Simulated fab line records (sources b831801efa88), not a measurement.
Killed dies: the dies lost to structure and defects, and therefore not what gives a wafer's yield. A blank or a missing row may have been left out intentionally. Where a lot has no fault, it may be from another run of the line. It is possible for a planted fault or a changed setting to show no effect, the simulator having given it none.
fab line records	flow sky130
record lots=5	wafers=15	last_day=49
route steps=708 shown SONOS_ONO@175 GATE_OXIDE@187 POLY_GATE@204 RES_PROTECT@206 POLY_CUT@317 PAD_OPEN@708
lots untouched by any fault: they come from a run of this same line in which no faults occurred
start_h: the number of hours between the record's first day and the start of the first shown wafer of the lot	wait_h: hours since the lot's step before	" unchanged from the row above	L1.1+2: one row covering several wafers at once	- no value present, or no start provided	* or withheld: withheld	< > ~ a bound
route shown NAME@n: a module of which the file shows steps, and the number in the route of the first	usual: mean/standard deviation of fault-free wafers	same: alike in all rows	chamber/n: place in a boat	sites: the reading at each site	_std_site: their standard deviation	_edge_site: the outer-site mean with the inner-site mean subtracted	radius_mm: for every site, how far away it sits from the centre of the wafer	mask NAME#n: copy n	behind: the tool/chamber that last shaped the wafer	hold: why the lot went on hold/how many hours it stayed there/how the hold came to an end	device: whichever transistor did not switch (one of n, p or np)	end of line: the route-end tests of the same wafers	where a step has no rows: the recipe by itself	killed: dies lost to structure and defects at the first sort, not the wafer's yield	map: the dies of a wafer, with x for killed, . for not killed, _ for no die there
set.NAME: the setting that was run; set.NAME@STEP: the one run at that earlier step	model.NAME: the simulator's own value behind a step, which no gauge read
certain route steps with their lots: each step a table, each wafer a row
services: from which hour (start_h, from the record's first day; less than 0 if before it) a tool's chamber was out of use, for how many hours, and why
## steps
# step SKY_SONOS_ONO_HMDS_07
# recipe prime_time_s=60	prime_temp_c=120
# step SKY_SONOS_ONO_COAT_08
# recipe resist=NOVOLAK	spin_rpm=3000	resist_thk_nm=1140
# step SKY_SONOS_ONO_SOFTBAKE_09
# recipe temp_c=90	time_s=60	resist=NOVOLAK
# step SKY_SONOS_ONO_EXPOSE_10
# recipe mask_id=ONOM	target_cd_nm=410	na=0.6	source_shape=conventional	sigma_outer=0.6	dose_mj=150
# step SKY_SONOS_ONO_PEB_11
# recipe temp_c=withheld	time_s=*	resist=NOVOLAK
# step SKY_SONOS_ONO_DEVELOP_12
# recipe develop_time_s=60	dev_temp_c=23
# step SKY_SONOS_ONO_CD_MEAS_13
# recipe target_cd_nm=410
# usual cd_nm=409.2/2.3
lot.wafer	tool	chamber	start_h	wait_h	cd_nm
L960.1	cd_sem-01	-	277.03	0.1	407.3
L960.4	"	-	"	"	406.1
L960.5	"	-	"	"	408.5
L963.1	cd_sem-02	-	302.78	0.1	407.2
L963.2	"	-	"	"	407.9
L963.5	"	-	"	"	407.7
L967.2	cd_sem-02	-	358.46	0.1	412.0
L967.3	"	-	"	"	410.9
L967.6	"	-	"	"	411.8
L970.1	cd_sem-01	-	361.63	0.1	409.8
L970.2	"	-	"	"	411.1
L970.6	"	-	"	"	409.2
L981.1	cd_sem-02	-	450.93	0.1	408.6
L981.4	"	-	"	"	409.2
L981.5	"	-	"	"	411.3
# step SKY_SONOS_ONO_OVL_MEAS_14
# usual SONOS_ONO_OVL=0.1/1.3
lot.wafer	tool	chamber	start_h	wait_h	SONOS_ONO_OVL[nm]
L960.1	overlay-02	-	277.15	0.1	1.2
L960.4	"	-	"	"	1.2
L960.5	"	-	"	"	1.8
L963.1	overlay-02	-	302.90	0.1	0.1
L963.2	"	-	"	"	-0.7
L963.5	"	-	"	"	-0.2
L967.2	overlay-02	-	358.56	0.1	3.1
L967.3	"	-	"	"	0.7
L967.6	"	-	"	"	1.0
L970.1	overlay-02	-	361.75	0.1	-1.8
L970.2	"	-	"	"	-1.4
L970.6	"	-	"	"	-0.1
L981.1	overlay-01	-	451.05	0.1	1.5
L981.4	"	-	"	"	0.8
L981.5	"	-	"	"	3.5
# step SKY_SONOS_ONO_ETCH_15
# recipe target_depth_nm=19.52	chemistry=CHF3/O2	source_w=600	bias_w=200	pressure_mtorr=40	chf3_flow_sccm=50	O2_flow_sccm=5	time_s=7.8
# usual drypump_motor_current_A=5.8/0.46	oes_product_au=1.003/0.013	throttle_valve_pct=8.826/0.0093
lot.wafer	tool	chamber	start_h	wait_h	drypump_motor_current_A	oes_product_au	rf_hours_counter_h	throttle_valve_pct
L960.1	rie_diel-01	3	277.19	0.0	5.4	1.003	55	8.850
L960.4	"	1	"	"	6.1	1.010	49	8.839
L960.5	"	2	"	"	5.8	0.986	-	8.828
L963.1	rie_diel-01	3	302.94	0.0	5.4	1.001	56	8.823
L963.2	"	1	"	"	6.1	0.990	49	8.821
L963.5	"	3	"	"	5.4	1.000	-	8.823
L967.2	rie_diel-04	1	358.59	0.0	6.2	1.011	61	8.814
L967.3	"	3	"	"	5.9	1.014	45	8.833
L967.6	"	0	"	"	6.2	0.986	-	8.826
L970.1	rie_diel-04	0	361.79	0.0	6.2	0.999	3	8.840
L970.2	"	2	"	"	6.5	1.021	3	8.825
L970.6	"	1	"	"	6.2	1.016	-	8.838
L981.1	rie_diel-04	1	451.09	0.0	6.2	1.024	62	8.827
L981.4	"	0	"	"	6.2	1.005	4	8.833
L981.5	"	2	"	"	6.5	1.020	-	8.827
# step SKY_SONOS_ONO_WET_ETCH_16
# recipe chemistry=dHF	target_depth_nm=14	dry=n2_spin	target=SiO2	dilution=100:1	temp_c=25	time_s=280
# step SKY_SONOS_ONO_STRIP_17
# recipe chemistry=O2/N2	power_w=1400	pressure_mtorr=1500	platen_temp_c=withheld	o2_flow_sccm=3000	n2_flow_sccm=300	overash_fraction=0.5
# usual drypump_motor_current_A=5.7/0.64	oes_product_au=0.710/0.0044	strip_time_to_endpoint_s=14.10/0.041
lot.wafer	tool	chamber	start_h	wait_h	drypump_motor_current_A	oes_product_au	rf_hours_counter_h	strip_time_to_endpoint_s
L960.1	plasma_asher-04	0	277.30	0.0	6.7	0.710	57	14.07
L960.4	"	1	"	"	4.7	0.708	-	14.08
L960.5	"	0	"	"	6.7	0.708	-	14.10
L963.1	plasma_asher-01	0	303.05	0.0	5.2	0.706	19	14.06
L963.2	"	1	"	"	6.2	0.711	19	14.11
L963.5	"	1	"	"	6.2	0.719	-	14.06
L967.2	plasma_asher-01	1	358.72	0.0	6.2	0.713	24	14.16
L967.3	"	1	"	"	6.2	0.711	-	14.18
L967.6	"	0	"	"	5.2	0.709	-	14.13
L970.1	plasma_asher-01	0	361.91	0.0	5.2	0.711	24	14.15
L970.2	"	1	"	"	6.2	0.710	24	14.16
L970.6	"	0	"	"	5.2	0.710	-	14.15
L981.1	plasma_asher-01	1	451.19	0.0	6.2	0.702	34	14.08
L981.4	"	0	"	"	5.3	0.704	-	14.12
L981.5	"	0	"	"	5.3	0.710	-	14.15
# step SKY_SONOS_ONO_WET_ETCH_18
# recipe chemistry=H3PO4	target_depth_nm=15	target=Si3N4	temp_c=160	time_s=166.1
# step SKY_GATE_OXIDE_CLEAN_00
# recipe chemistry=SC1/SC2	mix=1:4:20	temp_c=70	time_s=150	dry=n2_spin
# usual run_length_s=180/3.8
lot.wafer	tool	chamber	start_h	wait_h	run_length_s	model.SiO2_of_SONOS_ONO_CVD_04.thk_nm
L960.1	wet_bench-01	2	277.45	0.0	177	4.906
L960.4	"	2	"	"	177	4.828
L960.5	"	2	"	"	177	4.866
L963.1	wet_bench-02	2	303.21	0.0	177	4.994
L963.2	"	2	"	"	177	4.914
L963.5	"	2	"	"	177	5
L967.2	wet_bench-03	2	358.87	0.0	184	4.972
L967.3	"	2	"	"	184	4.921
L967.6	"	2	"	"	184	4.959
L970.1	wet_bench-02	2	362.08	0.0	185	4.777
L970.2	"	2	"	"	185	4.754
L970.6	"	2	"	"	185	4.761
L981.1	wet_bench-01	3	451.35	0.0	69	5.472
L981.4	"	3	"	"	69	5.538
L981.5	"	3	"	"	69	5.568
# step SKY_GATE_OXIDE_OXIDATION_01
# recipe temp_c=892.9	ambient=O2	stabilise_s=600	purge_s=300	target_thk_a=102.68	ox_time_s=1473
# step SKY_GATE_OXIDE_THK_MEAS_02
# recipe reads=SiO2_of_GATE_OXIDE_OXIDATION_01
# usual GATE_OXIDE_OXIDATION_00_THK=9.51/0.19
lot.wafer	tool	chamber	start_h	wait_h	GATE_OXIDE_OXIDATION_00_THK[nm]
L960.1	film_metro-04	-	280.55	0.0	9.88
L960.4	"	-	"	"	9.69
L960.5	"	-	"	"	9.75
L963.1	film_metro-03	-	305.39	0.0	9.41
L963.2	"	-	"	"	9.34
L963.5	"	-	"	"	9.36
L967.2	film_metro-04	-	360.52	0.0	9.59
L967.3	"	-	"	"	9.61
L967.6	"	-	"	"	9.57
L970.1	film_metro-03	-	364.56	0.0	9.65
L970.2	"	-	"	"	9.73
L970.6	"	-	"	"	9.80
L981.1	film_metro-04	-	452.81	0.0	9.81
L981.4	"	-	"	"	9.56
L981.5	"	-	"	"	9.71
# step SKY_GATE_OXIDE_DEHYDRATE_03
# recipe temp_c=200	time_s=60
# step SKY_GATE_OXIDE_HMDS_04
# recipe prime_time_s=60	prime_temp_c=120
# step SKY_GATE_OXIDE_COAT_05
# recipe resist=NOVOLAK	spin_rpm=3000	resist_thk_nm=1140
# step SKY_GATE_OXIDE_SOFTBAKE_06
# recipe temp_c=90	time_s=60	resist=NOVOLAK
# step SKY_GATE_OXIDE_EXPOSE_07
# recipe mask_id=LVOM	na=0.6	source_shape=conventional	sigma_outer=0.6	polarization=unpolarized	target_cd_nm=600	dose_mj=170
# step SKY_GATE_OXIDE_PEB_08
# recipe temp_c=withheld	time_s=*	resist=NOVOLAK
# step SKY_GATE_OXIDE_DEVELOP_09
# recipe resist=NOVOLAK	developer=TMAH	develop_time_s=60	dev_temp_c=23
# step SKY_GATE_OXIDE_OVL_MEAS_10
# usual GATE_OXIDE_OVL=-1.0/1.3
lot.wafer	tool	chamber	start_h	wait_h	GATE_OXIDE_OVL[nm]
L960.1	overlay-02	-	305.73	0.1	-4.5
L960.4	"	-	"	"	-1.4
L960.5	"	-	"	"	-3.0
L963.1	overlay-02	-	330.54	0.1	-0.3
L963.2	"	-	"	"	0.7
L963.5	"	-	"	"	1.9
L967.2	overlay-01	-	388.59	0.1	0.3
L967.3	"	-	"	"	0.4
L967.6	"	-	"	"	1.0
L970.1	overlay-01	-	392.99	0.1	-2.6
L970.2	"	-	"	"	-0.7
L970.6	"	-	"	"	-2.0
L981.1	overlay-02	-	483.18	0.1	-1.3
L981.4	"	-	"	"	-0.5
L981.5	"	-	"	"	-2.6
# step SKY_GATE_OXIDE_IMPLANT_11
# recipe species=B	energy_kev=10	dose_cm2=2.6e+12	tilt_deg=withheld
# step SKY_GATE_OXIDE_WET_ETCH_12
# recipe chemistry=dHF	target_depth_nm=16.8	dry=n2_spin	target=SiO2	dilution=100:1	temp_c=25	time_s=336
# step SKY_GATE_OXIDE_STRIP_13
# recipe chemistry=O2/N2	power_w=1400	pressure_mtorr=1500	platen_temp_c=withheld	o2_flow_sccm=3000	n2_flow_sccm=300	overash_fraction=0.5
# usual drypump_motor_current_A=5.6/0.77	oes_product_au=0.716/0.0044	strip_time_to_endpoint_s=14.20/0.036
lot.wafer	tool	chamber	start_h	wait_h	drypump_motor_current_A	oes_product_au	rf_hours_counter_h	strip_time_to_endpoint_s
L960.1	plasma_asher-04	1	306.03	0.0	4.7	0.714	59	14.16
L960.4	"	0	"	"	6.7	0.723	-	14.16
L960.5	"	0	"	"	6.7	0.716	-	14.18
L963.1	plasma_asher-01	0	330.83	0.0	5.2	0.718	21	14.19
L963.2	"	1	"	"	6.2	0.717	21	14.17
L963.5	"	1	"	"	6.2	0.715	-	14.18
L967.2	plasma_asher-02	1	388.87	0.0	5.9	0.715	56	14.26
L967.3	"	1	"	"	5.9	0.721	-	14.24
L967.6	"	0	"	"	5.1	0.720	-	14.23
L970.1	plasma_asher-04	1	393.27	0.0	4.7	0.719	68	14.21
L970.2	"	0	"	"	6.7	0.721	68	14.24
L970.6	"	1	"	"	4.6	0.712	-	14.19
L981.1	plasma_asher-01	0	483.48	0.0	5.2	0.715	35	14.18
L981.4	"	0	"	"	5.3	0.722	-	14.19
L981.5	"	1	"	"	6.2	0.709	-	14.24
# step SKY_GATE_OXIDE_TW_MEAS_14
# usual GATE_OXIDE_TW=224.5/2.7
lot.wafer	tool	chamber	start_h	wait_h	GATE_OXIDE_TW
L960.1	film_metro-02	-	306.13	0.1	222.2
L960.4	"	-	"	"	222.9
L960.5	"	-	"	"	223.2
L963.1	film_metro-04	-	330.93	0.1	221.9
L963.2	"	-	"	"	220.3
L963.5	"	-	"	"	220.7
L967.2	film_metro-02	-	388.98	0.1	221.7
L967.3	"	-	"	"	222.5
L967.6	"	-	"	"	223.4
L970.1	film_metro-04	-	393.37	0.1	219.6
L970.2	"	-	"	"	220.6
L970.6	"	-	"	"	219.6
L981.1	film_metro-02	-	483.58	0.1	223.8
L981.4	"	-	"	"	222.9
L981.5	"	-	"	"	223.1
# step SKY_GATE_OXIDE_CLEAN_15
# recipe chemistry=SC1/SC2	mix=1:4:20	temp_c=70	time_s=150	dry=n2_spin
# step SKY_GATE_OXIDE_OXIDATION_16
# recipe temp_c=800	ambient=O2	idle_temp_c=700	ramp_up_c_per_min=10	ramp_down_c_per_min=3	stabilise_s=600	purge_s=300	target_thk_a=35.7	ox_time_s=1915
# step SKY_POLY_GATE_CVD_00
# recipe material=poly-Si	target_thk_nm=180	temp_c=620	time_s=720	pressure_mtorr=200
# step SKY_POLY_GATE_THK_MEAS_01
# recipe reads=poly-Si_of_POLY_GATE_CVD_00
# usual POLY_GATE_CVD_00_THK=178.6/1.7
lot.wafer	tool	chamber	start_h	wait_h	POLY_GATE_CVD_00_THK[nm]
L960.1	film_metro-01	-	311.33	0.0	175.7
L960.4	"	-	"	"	177.0
L960.5	"	-	"	"	176.5
L963.1	film_metro-04	-	335.50	0.0	176.5
L963.2	"	-	"	"	177.1
L963.5	"	-	"	"	176.4
L967.2	film_metro-01	-	392.88	0.0	177.7
L967.3	"	-	"	"	178.3
L967.6	"	-	"	"	178.7
L970.1	film_metro-02	-	397.77	0.0	183.5
L970.2	"	-	"	"	182.5
L970.6	"	-	"	"	182.8
L981.1	film_metro-02	-	486.42	0.0	179.7
L981.4	"	-	"	"	178.8
L981.5	"	-	"	"	179.2
# step SKY_RES_PROTECT_DEHYDRATE_00
# recipe temp_c=200	time_s=60
# step SKY_RES_PROTECT_HMDS_01
# recipe prime_time_s=60	prime_temp_c=120
# step SKY_RES_PROTECT_COAT_02
# recipe resist=NOVOLAK	spin_rpm=3000	resist_thk_nm=1140
# step SKY_RES_PROTECT_SOFTBAKE_03
# recipe temp_c=90	time_s=60	resist=NOVOLAK
# step SKY_RES_PROTECT_EXPOSE_04
# recipe mask_id=RPM	na=0.6	source_shape=conventional	sigma_outer=0.6	polarization=unpolarized	target_cd_nm=1270	dose_mj=131
# step SKY_RES_PROTECT_PEB_05
# recipe temp_c=withheld	time_s=*	resist=NOVOLAK
# step SKY_RES_PROTECT_DEVELOP_06
# recipe resist=NOVOLAK	developer=TMAH	develop_time_s=60	dev_temp_c=23
# step SKY_POLY_GATE_IMPLANT_02
# recipe species=P	energy_kev=30	dose_cm2=7.7e+15	tilt_deg=0
# step SKY_RES_PROTECT_STRIP_07
# recipe chemistry=O2/N2	power_w=1400	pressure_mtorr=1500	platen_temp_c=withheld	o2_flow_sccm=3000	n2_flow_sccm=300	overash_fraction=0.5
# usual drypump_motor_current_A=5.6/0.38	oes_product_au=0.518/0.0044	strip_time_to_endpoint_s=23.30/0.037
lot.wafer	tool	chamber	start_h	wait_h	drypump_motor_current_A	oes_product_au	rf_hours_counter_h	strip_time_to_endpoint_s
L960.1	plasma_asher-03	0	336.53	0.1	5.8	0.520	66	23.27
L960.4	"	0	"	"	5.7	0.518	-	23.28
L960.5	"	1	"	"	5.5	0.513	-	23.28
L963.1	plasma_asher-01	0	362.58	0.1	5.2	0.516	24	23.28
L963.2	"	1	"	"	6.2	0.514	24	23.26
L963.5	"	0	"	"	5.2	0.519	-	23.26
L967.2	plasma_asher-02	0	422.53	0.1	5.1	0.518	59	23.30
L967.3	"	0	"	"	5.1	0.523	-	23.29
L967.6	"	0	"	"	5.1	0.518	-	23.28
L970.1	plasma_asher-02	0	426.99	0.1	5.1	0.518	60	23.34
L970.2	"	1	"	"	5.9	0.516	60	23.31
L970.6	"	1	"	"	5.9	0.523	-	23.32
L981.1	plasma_asher-03	1	516.04	0.1	5.5	0.514	9	23.29
L981.4	"	1	"	"	5.5	0.519	-	23.26
L981.5	"	0	"	"	5.8	0.521	-	23.28
# step SKY_RES_PROTECT_TW_MEAS_08
# usual POLY_GATE_TW=4041/55
lot.wafer	tool	chamber	start_h	wait_h	POLY_GATE_TW
L960.1	film_metro-03	-	336.63	0.1	4092
L960.4	"	-	"	"	4108
L960.5	"	-	"	"	4080
L963.1	film_metro-04	-	362.68	0.1	3962
L963.2	"	-	"	"	4004
L963.5	"	-	"	"	3972
L967.2	film_metro-03	-	422.64	0.1	4102
L967.3	"	-	"	"	4127
L967.6	"	-	"	"	4122
L970.1	film_metro-03	-	427.09	0.1	4119
L970.2	"	-	"	"	4134
L970.6	"	-	"	"	4141
L981.1	film_metro-01	-	516.14	0.1	4003
L981.4	"	-	"	"	4047
L981.5	"	-	"	"	4029
# step SKY_RES_PROTECT_CLEAN_09
# recipe chemistry=SC1/SC2	mix=1:4:20	temp_c=70	time_s=150	dry=n2_spin
# step SKY_POLY_CUT_ETCH_10
# recipe chemistry=N2/H2	target=BARC	ion_energy_ev=200	source_w=500	bias_w=100	pressure_mtorr=30	n2_flow_sccm=100	h2_flow_sccm=200	stop_on=SiO2	time_s=47.51	target_depth_a=600
# usual drypump_motor_current_A=5.5/0.38	oes_product_au=0.847/0.0047	throttle_valve_pct=13.223/0.0092
lot.wafer	tool	chamber	start_h	wait_h	drypump_motor_current_A	oes_product_au	rf_hours_counter_h	throttle_valve_pct	model.SiO2_of_SONOS_ONO_CVD_04.thk_nm
L960.1	rie_diel-01	1	552.29	0.0	6.1	0.851	53	13.230	4.159
L960.4	"	3	"	"	5.5	0.852	59	13.204	4.079
L960.5	"	3	"	"	5.5	0.846	-	13.208	4.115
L963.1	rie_diel-03	3	581.14	0.0	5.1	0.836	9	13.229	4.238
L963.2	"	0	"	"	5.3	0.846	1	13.207	4.162
L963.5	"	2	"	"	5.8	0.856	-	13.225	4.248
L967.2	rie_diel-02	1	648.44	0.0	6.0	0.850	18	13.224	4.211
L967.3	"	3	"	"	5.5	0.844	52	13.230	4.167
L967.6	"	2	"	"	5.5	0.842	-	13.225	4.202
L970.1	rie_diel-03	0	648.56	0.0	5.3	0.853	3	13.232	4.024
L970.2	"	1	"	"	5.1	0.849	7	13.219	4
L970.6	"	3	"	"	5.1	0.841	-	13.231	4.006
L981.1	rie_diel-01	2	729.49	0.0	5.8	0.852	10	13.212	4.728
L981.4	"	0	"	"	4.9	0.842	1	13.240	4.794
L981.5	"	0	"	"	4.9	0.846	-	13.221	4.821
# step SKY_PAD_OPEN_PROBE_99
# usual killed_at_M0_to_M3=44/6.6	killed_at_M4_up=2.9/1.8	killed_at_contacts=24/4.8	killed_at_front_end=15/4.5	killed_at_other=0.3/0.64	killed_dies=86/8.7	killed_open=47/6.5	killed_short=39/5.8
# same gross_dies=492	killed_at_back_side=0
lot.wafer	tool	chamber	start_h	wait_h	killed_at_M0_to_M3	killed_at_M4_up	killed_at_contacts	killed_at_front_end	killed_at_other	killed_dies	killed_open	killed_short	model.etest.cap_thick_oxide.gate_bv_v	model.etest.cap_ono.gate_log10_a_cm2	model.etest.cap_ono.gate_bv_v	model.etest.cap_ono.tox_acc_nm	model.etest.sonos_programmed.off_log10_a_um	model.etest.sonos_programmed.vt_v	model.etest.sonos_erased.vt_v	model.etest.sonos_baked.vt_v
L960.1	prober-01	-	1071.98	0.1	40	3	32	11	0	86	51	35	15.08	-8.143	16.74	13.09	-13.88	1.386	-2.235	0.901
L960.4	prober-01	-	1072.13	0.2	39	2	23	29	0	93	49	44	15.03	-8.08	16.25	13.01	-14.05	1.435	-2.211	0.9107
L960.5	prober-01	-	1072.18	0.2	41	5	15	18	0	79	37	42	15.21	-8.023	16.2	12.92	-13.97	1.419	-2.289	0.8958
L963.1	prober-02	-	1091.66	0.1	37	1	27	18	0	83	49	34	15.64	-8.109	16.37	13.04	-14.03	1.412	-2.206	0.9437
L963.2	prober-02	-	1091.71	0.1	46	3	33	13	0	95	56	39	14.44	-8.044	15.98	12.92	-13.97	1.44	-2.272	0.9462
L963.5	prober-02	-	1091.86	0.2	46	3	24	18	0	91	46	44	15.01	-8.113	16.29	13.07	-13.97	1.391	-2.199	0.8902
L967.2	prober-01	-	1137.77	0.1	42	0	25	14	0	81	42	39	15.02	-8.111	16.34	12.97	-14.08	1.404	-2.27	0.9022
L967.3	prober-01	-	1137.82	0.2	43	3	27	14	2	89	53	35	15	-7.909	16.75	12.88	-13.99	1.464	-2.288	0.9661
L967.6	prober-01	-	1137.97	0.2	64	6	31	9	1	111	72	39	15.3	-8.023	16.41	12.93	-13.77	1.444	-2.286	0.9431
L970.1	prober-02	-	1138.44	0.1	52	2	17	11	0	82	42	40	15.27	-7.856	16.04	12.83	-13.93	1.502	-2.325	0.9297
L970.2	prober-02	-	1138.49	0.1	41	4	23	14	0	82	41	41	15.43	-7.765	16.35	12.77	-14.07	1.491	-2.337	0.9901
L981.1	prober-02	-	1185.26	0.1	37	5	22	10	1	75	50	24	14.11	-8.813	17	13.48	-13.75	1.123	-1.952	0.7141
L981.4	prober-02	-	1185.41	0.2	36	3	25	15	0	79	39	39	13.32	-8.949	17.02	13.67	-13.3	1.023	-1.916	0.6735
L981.5	prober-02	-	1185.46	0.2	46	3	17	21	2	89	45	43	13.36	-8.842	16.96	13.61	-13.63	1.064	-1.89	0.6626
# killed by level:class
L960.1 CONTACT:geometric_particle:open=14 VIA1:geometric_particle:open=10 LI_CONTACT:geometric_particle:open=8 VIA3:geometric_particle:open=7 METAL1:geometric_particle:short=7 CONTACT:geometric_particle:short=4 VIA2:geometric_particle:open=4 VIA3:geometric_particle:short=4
L960.4 CONTACT:geometric_particle:open=10 VIA1:geometric_particle:open=9 FIELD_ISO:geometric_particle:open=7 LI_CONTACT:geometric_particle:open=7 FIELD_ISO:geometric_particle:short=5 LOCAL_INTERCONNECT:geometric_particle:short=5 VIA2:geometric_particle:open=5 VIA1:geometric_particle:short=5
L960.5 VIA3:geometric_particle:open=10 CONTACT:geometric_particle:short=6 VIA1:geometric_particle:open=6 VIA2:geometric_particle:open=6 FIELD_ISO:geometric_particle:short=5 METAL2:geometric_particle:short=5 CONTACT:geometric_particle:open=4 VIA1:geometric_particle:short=4
L963.1 VIA1:geometric_particle:open=10 CONTACT:geometric_particle:open=8 LI_CONTACT:geometric_particle:open=7 POLY_GATE:geometric_particle:open=5 LOCAL_INTERCONNECT:geometric_particle:short=5 METAL1:geometric_particle:short=5 VIA1:geometric_particle:short=5 FIELD_ISO:geometric_particle:open=4
L963.2 VIA1:geometric_particle:open=11 CONTACT:geometric_particle:open=9 VIA3:geometric_particle:open=9 LOCAL_INTERCONNECT:geometric_particle:short=8 LI_CONTACT:geometric_particle:open=8 VIA2:geometric_particle:open=6 CONTACT:geometric_particle:short=6 FIELD_ISO:geometric_particle:open=4
L963.5 VIA3:geometric_particle:open=11 FIELD_ISO:geometric_particle:short=8 VIA1:geometric_particle:open=7 FIELD_ISO:geometric_particle:open=6 CONTACT:geometric_particle:open=6 LI_CONTACT:geometric_particle:open=5 VIA2:geometric_particle:open=5 VIA3:geometric_particle:short=5
L967.2 CONTACT:geometric_particle:open=12 METAL2:geometric_particle:short=7 VIA3:geometric_particle:open=7 VIA1:geometric_particle:open=6 LOCAL_INTERCONNECT:geometric_particle:short=6 FIELD_ISO:geometric_particle:short=5 METAL1:geometric_particle:short=4 VIA2:geometric_particle:open=4
L967.3 VIA1:geometric_particle:open=15 LI_CONTACT:geometric_particle:open=12 CONTACT:geometric_particle:open=8 VIA3:geometric_particle:short=8 VIA1:geometric_particle:short=5 VIA2:geometric_particle:open=5 FIELD_ISO:geometric_particle:short=4 POLY_GATE:geometric_particle:open=4
L967.6 VIA1:geometric_particle:open=18 VIA3:geometric_particle:open=11 LI_CONTACT:geometric_particle:open=9 VIA2:geometric_particle:open=9 CONTACT:geometric_particle:open=8 METAL2:geometric_particle:short=7 LI_CONTACT:geometric_particle:short=4 METAL2:geometric_particle:open=4
L970.1 VIA1:geometric_particle:open=12 VIA1:geometric_particle:short=8 METAL2:geometric_particle:short=7 VIA2:geometric_particle:open=6 METAL3:geometric_particle:short=5 LI_CONTACT:geometric_particle:open=5 CONTACT:geometric_particle:open=5 VIA3:geometric_particle:open=5
L970.2 VIA1:geometric_particle:open=8 METAL2:geometric_particle:short=7 VIA3:geometric_particle:open=7 CONTACT:geometric_particle:open=6 LOCAL_INTERCONNECT:geometric_particle:short=5 FIELD_ISO:geometric_particle:short=5 CONTACT:geometric_particle:short=5 LI_CONTACT:geometric_particle:open=5
L981.1 LI_CONTACT:geometric_particle:open=9 CONTACT:geometric_particle:open=9 METAL2:geometric_particle:short=8 VIA3:geometric_particle:open=5 VIA1:geometric_particle:open=5 FIELD_ISO:geometric_particle:open=4 VIA1:geometric_particle:short=4 VIA2:geometric_particle:open=4
L981.4 LI_CONTACT:geometric_particle:open=7 CONTACT:geometric_particle:open=7 VIA1:geometric_particle:open=7 POLY_GATE:geometric_particle:open=6 LOCAL_INTERCONNECT:geometric_particle:short=6 VIA1:geometric_particle:short=6 VIA2:geometric_particle:short=4 VIA2:geometric_particle:open=4
L981.5 METAL2:geometric_particle:short=10 VIA1:geometric_particle:open=10 LI_CONTACT:geometric_particle:open=7 VIA3:geometric_particle:open=7 FIELD_ISO:geometric_particle:short=6 FIELD_ISO:geometric_particle:open=6 METAL1:geometric_particle:short=6 POLY_GATE:geometric_particle:open=4
## services
tool	chamber	start_h	hours	kind
rie_diel-04	1	262.17	5.3	repair
rie_diel-01	-	277.23	2.8	pm
rie_diel-04	1	289.79	4.5	repair
plasma_asher-04	-	303.73	0.5	repair
rie_diel-01	2	305.51	13.5	repair
rie_diel-04	2	316.09	14.2	repair
rie_diel-04	-	326.70	0.8	repair
rie_diel-01	-	327.63	2.0	repair
rie_diel-01	2	336.90	1.3	repair
rie_diel-04	-	399.06	1.2	repair
plasma_asher-04	-	434.39	3.2	repair
plasma_asher-02	-	439.91	0.7	repair
plasma_asher-01	-	463.94	14.6	pm
plasma_asher-02	-	494.49	1.0	repair
rie_diel-01	2	501.53	8.5	repair
rie_diel-01	3	504.86	29.7	repair
rie_diel-04	2	510.06	4.3	repair
rie_diel-04	-	547.63	1.2	repair
rie_diel-04	0	558.21	7.0	repair
rie_diel-01	3	594.96	3.4	repair
rie_diel-01	-	600.09	14.6	pm
plasma_asher-01	-	611.45	6.5	repair
plasma_asher-01	-	667.50	5.7	repair
rie_diel-01	1	673.63	2.5	repair
## key
first_sign step=SKY_GATE_OXIDE_CLEAN_00	reading=run_length_s	direction=down	sigmas=29	usual=*	struck=*
effect none on later readings
model_effect step=SKY_GATE_OXIDE_CLEAN_00	value=SiO2_of_SONOS_ONO_CVD_04.thk_nm	without=5.045	struck=5.526
model_effect step=SKY_POLY_CUT_ETCH_10	value=SiO2_of_SONOS_ONO_CVD_04.thk_nm	without=4.3	struck=4.781
model_effect step=SKY_PAD_OPEN_PROBE_99	value=etest.cap_thick_oxide.gate_bv_v	without=15.23	struck=13.6
met_at SKY_GATE_OXIDE_CLEAN_00
struck_wafers L981.1,L981.4,L981.5
tester_left_out L981
fault kind=process_parameter_drift	tool=wet_bench-01	chamber=3	onset_h=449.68	steps=SKY_GATE_OXIDE_CLEAN_00	channel=time_s	offset=*	shape=step	end_h=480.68	acts_in=*	stated=*
# tester_left_out: of these lots the tester's yield and bins aren't shown, on N5 and GAA mostly nor the transistor test; their killed dies are dies lost to structure and defects alone, not to doping, threshold or leakage, so they don't give the yield
